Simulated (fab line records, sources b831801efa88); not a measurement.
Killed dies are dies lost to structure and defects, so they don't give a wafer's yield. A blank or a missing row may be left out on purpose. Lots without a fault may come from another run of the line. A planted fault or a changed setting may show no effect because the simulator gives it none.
A struck lot beside a sound one | flow sky130 | 44 steps out of a route of 708
Sound: wafers L355.3, L355.4, L355.6. Struck: wafers L360.3, L360.4, L360.6. The cause comes at the end.
At each step with rows: each side's tool, then ch and its chambers, then its first start. Under that, the readings that differ: sound wafers | struck wafers | difference of the means | sigmas: that difference in standard deviations of wafers without a fault.
alike: readings whose means differ by less than 2 such deviations, and words and numbers that are the same on both sides. not compared: withheld readings, readings that some wafer has no value for, bounds like >300 that may hide the same value, and numbers for which the record gives no deviation and whose values overlap.
The two part at a step that has a row with sigmas, a row that says differs or no value, or rows on one side only. Numbers that don't overlap but have no deviation are shown without sigmas and don't part them. A reading that every wafer of one side lacks parts them only if that side has two wafers or more.

first, 1 step without rows for these wafers: SKY_SONOS_TUNNEL_DEVELOP_06 (develop time 60 s).
SKY_SONOS_TUNNEL_CD_MEAS_07: target cd 410 nm.
  sound on cd_sem-02, day 12 11:17; struck on cd_sem-01, day 14 00:50
  reading    | sound             | struck            | difference | sigmas
  cd_nm (nm) | 406.9 408.3 407.7 | 409.7 411.3 413.6 | +3.9       | +2
SKY_SONOS_TUNNEL_OVL_MEAS_08:
  sound on overlay-02, day 12 11:23; struck on overlay-01, day 14 00:57
  reading               | sound       | struck         | difference | sigmas
  SONOS_TUNNEL_OVL (nm) | 2.4 2.0 3.1 | -1.0 -0.7 -0.2 | -3.1       | -2
then, 3 steps without rows for these wafers: SKY_SONOS_TUNNEL_IMPLANT_09; SKY_SONOS_TUNNEL_WET_ETCH_10 (etches SiO2 in dHF, target depth 14 nm, time 280 s); SKY_SONOS_TUNNEL_STRIP_11 (strips in SPM, time 600 s).
SKY_SONOS_TUNNEL_TW_MEAS_12:
  sound on film_metro-02, day 12 11:56; struck on film_metro-03, day 14 01:25
  alike: SONOS_TUNNEL_TW
then, 2 steps without rows for these wafers: SKY_SONOS_TUNNEL_CLEAN_13 (cleans in dHF, time 20 s); SKY_SONOS_ONO_OXIDATION_00 (stabilise 600 s, purge 300 s, target thk 2.6 nm).
SKY_SONOS_ONO_THK_MEAS_01:
  sound on film_metro-04, day 12 14:23; struck on film_metro-02, day 14 03:01
  alike: SONOS_ONO_OXIDATION_THK
then, 1 step without rows for these wafers: SKY_SONOS_ONO_CVD_02 (deposits Si3N4 from DCS/NH3, target thk 10.5 nm, time 180 s).
SKY_SONOS_ONO_THK_MEAS_03:
  sound on film_metro-02, day 12 15:56; struck on film_metro-01, day 14 05:07
  alike: SONOS_ONO_CVD_02_THK
SKY_SONOS_ONO_CVD_04: deposits SiO2 from SiH4/N2O, target thk 5.7199 nm.
  sound on lpcvd-03 ch 1, day 12 15:58; struck on lpcvd-03 ch 0, day 14 05:09
  reading                                    | sound             | struck            | difference | sigmas
  spike_tc_bottom_C (C)                      | 922.0 922.2 922.0 | 908.6 909.1 910.2 | -12.8      | -5
  spike_tc_centre_C (C)                      | 900.8 898.0 900.4 | 893.3 893.5 892.1 | -6.8       | -7
  spike_tc_lower_C (C)                       | 902.2 900.3 901.0 | 944.9 944.6 944.4 | +43.5      | +40
  zone_power_centre_pct (%)                  | 19.4 19.4 19.2    | 10.2 10.2 10.2    | -9.1       | -14
  zone_power_lower_pct (%)                   | 20.7 20.7 20.4    | 30.3 30.3 30.1    | +9.6       | +4
  model.SiO2_of_SONOS_ONO_CVD_04.thk_nm (nm) | 5.993 5.885 5.981 | 6.731 6.324 6.01  | +0.402     |
SKY_SONOS_ONO_THK_MEAS_05:
  sound on film_metro-04, day 12 17:14; struck on film_metro-04, day 14 06:25
  reading                   | sound          | struck         | difference | sigmas
  SONOS_ONO_CVD_04_THK (nm) | 6.02 5.92 6.05 | 6.72 6.35 6.03 | +0.37      | +4
then, 7 steps without rows for these wafers: SKY_SONOS_ONO_DEHYDRATE_06 (time 60 s); SKY_SONOS_ONO_HMDS_07 (prime time 60 s); SKY_SONOS_ONO_COAT_08 (resist thk 1140 nm); SKY_SONOS_ONO_SOFTBAKE_09 (time 60 s); SKY_SONOS_ONO_EXPOSE_10 (exposes mask ONOM, target cd 410 nm); SKY_SONOS_ONO_PEB_11; SKY_SONOS_ONO_DEVELOP_12 (develop time 60 s).
SKY_SONOS_ONO_CD_MEAS_13: target cd 410 nm.
  sound on cd_sem-02, day 13 18:41; struck on cd_sem-01, day 15 09:20
  alike: cd_nm
SKY_SONOS_ONO_OVL_MEAS_14:
  sound on overlay-01, day 13 18:47; struck on overlay-02, day 15 09:26
  alike: SONOS_ONO_OVL
SKY_SONOS_ONO_ETCH_15: etches the open film in CHF3/O2, target depth 19.52 nm, time 7.8 s.
  sound on rie_diel-02 ch 0,1,3, day 13 18:48; struck on rie_diel-04 ch 0,3, day 15 09:27
  alike: drypump_motor_current_A, oes_product_au, throttle_valve_pct
  not compared: rf_hours_counter_h
then, 1 step without rows for these wafers: SKY_SONOS_ONO_WET_ETCH_16 (etches SiO2 in dHF, target depth 14 nm, time 280 s).
SKY_SONOS_ONO_STRIP_17: strips in O2/N2.
  sound on plasma_asher-03 ch 0,1, day 13 18:56; struck on plasma_asher-04 ch 0,1, day 15 09:35
  alike: drypump_motor_current_A, n2_flow_sccm, oes_product_au, strip_time_to_endpoint_s
  not compared: rf_hours_counter_h
then, 3 steps without rows for these wafers: SKY_SONOS_ONO_WET_ETCH_18 (etches Si3N4 in H3PO4, target depth 15 nm, time 172 s); SKY_GATE_OXIDE_CLEAN_00 (cleans in SC1/SC2, time 150 s); SKY_GATE_OXIDE_OXIDATION_01 (stabilise 600 s, purge 300 s, target thk 10.268 nm).
SKY_GATE_OXIDE_THK_MEAS_02:
  sound on film_metro-02, day 13 21:25; struck on film_metro-02, day 15 12:29
  alike: GATE_OXIDE_OXIDATION_00_THK
then, 7 steps without rows for these wafers: SKY_GATE_OXIDE_DEHYDRATE_03 (time 60 s); SKY_GATE_OXIDE_HMDS_04 (prime time 60 s); SKY_GATE_OXIDE_COAT_05 (resist thk 1140 nm); SKY_GATE_OXIDE_SOFTBAKE_06 (time 60 s); SKY_GATE_OXIDE_EXPOSE_07 (exposes mask LVOM, target cd 600 nm); SKY_GATE_OXIDE_PEB_08; SKY_GATE_OXIDE_DEVELOP_09 (develop time 60 s).
SKY_GATE_OXIDE_OVL_MEAS_10:
  sound on overlay-02, day 14 23:16; struck on overlay-01, day 16 16:16
  alike: GATE_OXIDE_OVL
then, 2 steps without rows for these wafers: SKY_GATE_OXIDE_IMPLANT_11; SKY_GATE_OXIDE_WET_ETCH_12 (etches SiO2 in dHF, target depth 16.8 nm, time 336 s).
SKY_GATE_OXIDE_STRIP_13: strips in O2/N2.
  sound on plasma_asher-02 ch 0,1, day 14 23:34; struck on plasma_asher-01 ch 0,1, day 16 16:34
  alike: drypump_motor_current_A, n2_flow_sccm, oes_product_au, strip_time_to_endpoint_s
  not compared: rf_hours_counter_h
SKY_GATE_OXIDE_TW_MEAS_14:
  sound on film_metro-03, day 14 23:40; struck on film_metro-04, day 16 16:40
  reading       | sound             | struck            | difference | sigmas
  GATE_OXIDE_TW | 221.9 220.3 221.4 | 225.5 225.1 227.8 | +4.9       | +2
SKY_GATE_OXIDE_CLEAN_15: cleans in SC1/SC2, time 150 s.
  sound on wet_bench-03 ch 3, day 14 23:42; struck on wet_bench-04 ch 1, day 16 16:42
  reading                                    | sound             | struck            | difference | sigmas
  model.SiO2_of_SONOS_ONO_CVD_04.thk_nm (nm) | 4.481 4.374 4.472 | 5.207 4.805 4.484 | +0.390     |
  alike: bath_heat_duty_pct
-- the record jumps here: 31 days lie between the struck wafers' starts before and after (it left off in module GATE_OXIDE and takes up again in module PAD_OPEN, whose first step shown is number 708 of the route) --
SKY_PAD_OPEN_PROBE_99:
  sound on prober-01, day 46 20:01; struck on prober-01, day 47 19:52
  reading             | sound   | struck   | difference | sigmas
  killed_at_front_end | 9 17 16 | 22 29 19 | +9         | +2
  alike: killed_at_M0_to_M3, killed_at_M4_up, killed_at_contacts, killed_at_other, killed_dies, killed_open, killed_short
  not compared: model.etest.sonos_erased.drive_ua_um, model.etest.sonos_uncharged.r_on_ohm_um, model.etest.cap_ono.gate_log10_a_cm2, model.etest.cap_ono.gate_bv_v, model.etest.cap_ono.tox_acc_nm, model.etest.sonos_programmed.vt_v, model.etest.sonos_erased.vt_v, model.etest.sonos_baked.vt_v

WHERE THEY PART
First at SKY_SONOS_TUNNEL_CD_MEAS_07; last, within this record, at SKY_PAD_OPEN_PROBE_99.

WHY: what the simulator had put in
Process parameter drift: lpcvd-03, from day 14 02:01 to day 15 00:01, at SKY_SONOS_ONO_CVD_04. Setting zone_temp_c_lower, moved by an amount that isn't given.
